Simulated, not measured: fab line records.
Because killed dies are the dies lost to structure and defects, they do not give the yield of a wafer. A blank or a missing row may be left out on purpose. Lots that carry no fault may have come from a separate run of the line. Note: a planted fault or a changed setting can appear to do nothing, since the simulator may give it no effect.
Comparing a struck lot with a sound one | flow gf180mcu | 44 steps out of a route of 602
Sound: the wafers L538.1, L538.3, L538.4. Wafers struck: L547.4, L547.5, L547.6. The cause is given at the end.
At each step with rows: each side's tool, then ch and its chambers, then its first start. Under that, the readings that differ: sound wafers | struck wafers | difference of the means | sigmas: that difference in standard deviations of wafers without a fault.
alike: words and numbers the same on both sides, and readings whose means are apart by under 2 such deviations; not compared: readings that were withheld, readings missing a value for some wafer, numbers with overlapping values and no deviation given by the record, and bounds like >300 which may hide the same value.
Wherever a step has rows on one side only, a row that says differs or no value, or a row with sigmas, the two part there. Numbers that have no deviation but don't overlap get no sigmas and don't part them. A reading missing from all wafers of one side parts the sides only when that side holds two or more wafers.

first, 2 steps without rows for these wafers: GF_MVSD_IMPLANT_08; GF_MVSD_IMPLANT_09.
GF_MVSD_STRIP_10: strips in O2/N2.
  sound on plasmaAsher-01 ch 0,1, day 7 04:02; struck on plasmaAsher-04 ch 0,1, day 9 09:25
  alike: drypumpMotorCurrentA, heaterPowerW, oesProductAu, stripTimeToEndpointS
  not compared: rfHoursCounterH
GF_MVSD_TW_MEAS_11:
  sound: filmMetro-01 at day 7 04:08; struck: filmMetro-01 at day 9 09:31
  alike: MVSD_TW
then, 7 steps without rows for these wafers: GF_MVPSD_DEHYDRATE_00 (time 60 s); GF_MVPSD_HMDS_01 (prime time 60 s); GF_MVPSD_COAT_02 (resist thk 3000 nm); GF_MVPSD_SOFTBAKE_03; GF_MVPSD_EXPOSE_04 (exposes mask MVPSD, target cd 1000 nm); GF_MVPSD_PEB_05; GF_MVPSD_DEVELOP_06 (develop time 60 s).
GF_MVPSD_OVL_MEAS_07:
  sound: overlay-01 at day 7 19:48; struck: overlay-02 at day 10 03:04
  alike: MVPSD_OVL
GF_MVPSD_IMPLANT_08:
  sound on implanter-01 ch 0, day 7 19:50; struck on implanter-03 ch 0, day 10 03:10
reading           | sound              | struck            | difference | sigmas
tiltDeg (degrees) | -0.028 0.003 0.015 | 4.191 4.186 4.193 | +4.193     | +99 or more
then, 1 step without rows for these wafers: GF_MVPSD_IMPLANT_09.
GF_MVPSD_STRIP_10: strips in O2/N2.
  sound on plasmaAsher-01 ch 0,1, day 7 20:08; struck on plasmaAsher-03 ch 0,1, day 10 03:25
  alike: drypumpMotorCurrentA, heaterPowerW, oesProductAu, stripTimeToEndpointS
  not compared: rfHoursCounterH
GF_MVPSD_TW_MEAS_11:
  sound: filmMetro-01 at day 7 20:14; struck: filmMetro-04 at day 10 03:31
reading  | sound       | struck      | difference | sigmas
MVPSD_TW | 551 549 550 | 608 612 609 | +60        | +17
then, 7 steps without rows for these wafers: GF_VT_IMPLANT_DEHYDRATE_00 (time 60 s); GF_VT_IMPLANT_HMDS_01 (prime time 60 s); GF_VT_IMPLANT_COAT_02 (resist thk 1000 nm); GF_VT_IMPLANT_SOFTBAKE_03 (time 60 s); GF_VT_IMPLANT_EXPOSE_04 (exposes mask LVPWELL LV AREA, target cd 600 nm); GF_VT_IMPLANT_PEB_05; GF_VT_IMPLANT_DEVELOP_06 (develop time 60 s).
GF_VT_IMPLANT_OVL_MEAS_07:
  sound: overlay-01 at day 8 12:16; struck: overlay-01 at day 10 21:52
  alike: VT_IMPLANT_OVL
then, 1 step without rows for these wafers: GF_VT_IMPLANT_IMPLANT_08.
GF_VT_IMPLANT_STRIP_09: strips in O2/N2.
  sound on plasmaAsher-02 ch 0,1, day 8 12:27; struck on plasmaAsher-02 ch 0,1, day 10 22:04
  alike: drypumpMotorCurrentA, heaterPowerW, oesProductAu, stripTimeToEndpointS
  not compared: rfHoursCounterH
GF_VT_IMPLANT_TW_MEAS_10:
  sound: filmMetro-03 at day 8 12:33; struck: filmMetro-03 at day 10 22:10
  alike: VT_IMPLANT_TW
then, 7 steps without rows for these wafers: GF_VT_IMPLANT_DEHYDRATE_11 (time 60 s); GF_VT_IMPLANT_HMDS_12 (prime time 60 s); GF_VT_IMPLANT_COAT_13 (resist thk 1000 nm); GF_VT_IMPLANT_SOFTBAKE_14 (time 60 s); GF_VT_IMPLANT_EXPOSE_15 (exposes mask Nwell LV AREA, target cd 860 nm); GF_VT_IMPLANT_PEB_16; GF_VT_IMPLANT_DEVELOP_17 (develop time 60 s).
GF_VT_IMPLANT_OVL_MEAS_18:
  sound: overlay-02 at day 9 05:56; struck: overlay-01 at day 11 16:26
  alike: VT_IMPLANT_01_OVL
then, 1 step without rows for these wafers: GF_VT_IMPLANT_IMPLANT_19.
GF_VT_IMPLANT_STRIP_20: strips in O2/N2.
  sound on plasmaAsher-03 ch 0,1, day 9 06:08; struck on plasmaAsher-03 ch 0,1, day 11 16:38
  alike: drypumpMotorCurrentA, heaterPowerW, oesProductAu, stripTimeToEndpointS
  not compared: rfHoursCounterH
GF_VT_IMPLANT_TW_MEAS_21:
  sound: filmMetro-04 at day 9 06:14; struck: filmMetro-04 at day 11 16:44
  alike: VT_IMPLANT_2_TW
then, 4 steps without rows for these wafers: GF_VT_IMPLANT_DEHYDRATE_22 (time 60 s); GF_VT_IMPLANT_HMDS_23 (prime time 60 s); GF_VT_IMPLANT_COAT_24 (resist thk 1000 nm); GF_VT_IMPLANT_SOFTBAKE_25 (time 60 s).
GF_VT_IMPLANT_RS_MEAS_49: uses a four-point probe to measure.
  sound: filmMetro-04 at day 10 18:40; struck: filmMetro-02 at day 13 08:19
reading           | sound                | struck               | difference | sigmas
MVPSD_RS (ohm/sq) | 1173.1 1171.8 1172.6 | 1342.7 1341.4 1342.7 | +169.8     | +63
GF_PASSIVATION_PROBE_99:
  the record holds rows for the sound wafers here (prober-02, day 32 07:05) but none for the struck ones

## WHERE THEY PART
Earliest at GF_MVPSD_IMPLANT_08; latest, in this record, at GF_PASSIVATION_PROBE_99.

WHY: what the simulator had put in
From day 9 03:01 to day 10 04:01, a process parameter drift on implanter-03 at GF_MVPSD_IMPLANT_08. A move of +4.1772 in setting tiltDeg, from 0. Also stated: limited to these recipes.
